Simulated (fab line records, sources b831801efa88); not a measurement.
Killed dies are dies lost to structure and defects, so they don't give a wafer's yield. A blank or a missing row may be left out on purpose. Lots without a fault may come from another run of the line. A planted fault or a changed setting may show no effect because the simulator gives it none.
A struck lot beside a sound one | flow sky130 | 19 steps out of a route of 708
Sound: wafers L351.1, L351.4, L351.5. Struck: wafer L357.6. (L357.2 of the same lot was not struck and is left out.) The cause comes at the end.
At each step with rows: each side's tool, then ch and its chambers, then its first start. Under that, the readings that differ: sound wafers | struck wafers | difference of the means | sigmas: that difference in standard deviations of wafers without a fault.
alike: readings whose means differ by less than 2 such deviations, and words and numbers that are the same on both sides. not compared: withheld readings, readings that some wafer has no value for, bounds like >300 that may hide the same value, and numbers for which the record gives no deviation and whose values overlap.
The two part at a step that has a row with sigmas, a row that says differs or no value, or rows on one side only. Numbers that don't overlap but have no deviation are shown without sigmas and don't part them. A reading that every wafer of one side lacks parts them only if that side has two wafers or more.

first, 2 steps without rows for these wafers: SKY_METAL2_CLEAN_23 (cleans in O3/DIW); SKY_VIA2_HDPCVD_00 (deposits SiO2, target thk 1180 nm, time 196.7 s).
SKY_VIA2_THK_MEAS_01:
  sound on film_metro-03, day 35 00:24; struck on film_metro-01, day 40 01:28
  alike: VIA2_HDPCVD_THK
SKY_VIA2_CMP_02: polishes SiO2.
  sound on cmp-01 ch 0,1, day 35 00:31; struck on cmp-01 ch 0, day 40 01:40
  alike: motor_current_A
SKY_VIA2_BOW_MEAS_03:
  sound on film_metro-01, day 35 00:46; struck on film_metro-02, day 40 01:50
  reading       | sound    | struck | difference | sigmas
  VIA2_BOW (um) | 76 78 75 | 98     | +22        | +3
then, 7 steps without rows for these wafers: SKY_VIA2_DEHYDRATE_04 (time 60 s); SKY_VIA2_HMDS_05 (prime time 60 s); SKY_VIA2_COAT_06 (resist thk 60 nm); SKY_VIA2_COAT_07 (resist thk 450 nm); SKY_VIA2_SOFTBAKE_08 (time 90 s); SKY_VIA2_EXPOSE_09 (exposes mask VIM2, target cd 200 nm); SKY_VIA2_PEB_10.
SKY_VIA2_DEVELOP_11: develop time 60 s.
  sound on litho_track-02 ch 0, day 36 01:00; struck on litho_track-02 ch 0, day 41 02:00
  alike: chill_plate_temp_C, resist_line_temp_C
SKY_VIA2_CD_MEAS_12: target cd 200 nm.
  sound on cd_sem-02, day 36 01:35; struck on cd_sem-01, day 41 02:40
  reading    | sound             | struck | difference | sigmas
  cd_nm (nm) | 203.2 202.0 202.0 | 182.5  | -19.9      | -12
SKY_VIA2_OVL_MEAS_13:
  sound on overlay-02, day 36 01:43; struck on overlay-01, day 41 02:46
  alike: VIA2_OVL
SKY_VIA2_ETCH_14: etches BARC in N2/H2, stops on SiO2, time 45.9 s, target depth 60 nm.
  sound on rie_diel-04 ch 1,3, day 36 01:45; struck on rie_diel-03 ch 2, day 41 02:48
  reading               | sound             | struck | difference | sigmas
  oes_product_au (a.u.) | 0.855 0.847 0.853 | 0.863  | +0.011     | +2
  model.VIA2.cd_nm (nm) | 205.6 202.2 202.3 | 182.7  | -20.7      |
  alike: drypump_motor_current_A, throttle_valve_pct
  not compared: rf_hours_counter_h
SKY_VIA2_ETCH_15: etches SiO2 in C4F8/O2/Ar, stops on TiN, target depth 546 nm, time 84 s.
  sound on rie_diel-04 ch 1,3, day 36 01:47; struck on rie_diel-03 ch 2, day 41 02:50
  reading               | sound           | struck | difference | sigmas
  model.VIA2.cd_nm (nm) | 211 208.8 206.3 | 183.4  | -25.3      |
  alike: oes_product_au
  not compared: rf_hours_counter_h
SKY_VIA2_STRIP_16: strips in O2/N2.
  sound on plasma_asher-03 ch 0,1, day 36 01:51; struck on plasma_asher-03 ch 1, day 41 02:54
  alike: drypump_motor_current_A, o2_flow_sccm, oes_product_au, strip_time_to_endpoint_s
  not compared: rf_hours_counter_h
-- the record jumps here: 9 days lie between the struck wafers' starts before and after (it left off in module VIA2 and takes up again in module PAD_OPEN, whose first step shown is number 708 of the route) --
SKY_PAD_OPEN_PROBE_99:
  sound on prober-02, day 45 08:12; struck on prober-02, day 49 16:27
  reading                       | sound            | struck | difference | sigmas
  killed_at_M0_to_M3            | 55 44 39         | 25     | -21        | -3
  killed_open                   | 54 51 54         | 37     | -16        | -2
  model.etest.via2_chain.rc_ohm | 9.093 9.503 9.77 | 11.94  | +2.48      |
  alike: defect_limited_yield, killed_at_M4_up, killed_at_contacts, killed_at_front_end, killed_at_other, killed_dies, killed_short, sort_bin_3_pad_short, sort_bin_5_function, sort_bin_6_memory, sort_n_pass, sort_yield_pct

WHERE THEY PART
First at SKY_VIA2_BOW_MEAS_03; last, within this record, at SKY_PAD_OPEN_PROBE_99.

WHY: what the simulator had put in
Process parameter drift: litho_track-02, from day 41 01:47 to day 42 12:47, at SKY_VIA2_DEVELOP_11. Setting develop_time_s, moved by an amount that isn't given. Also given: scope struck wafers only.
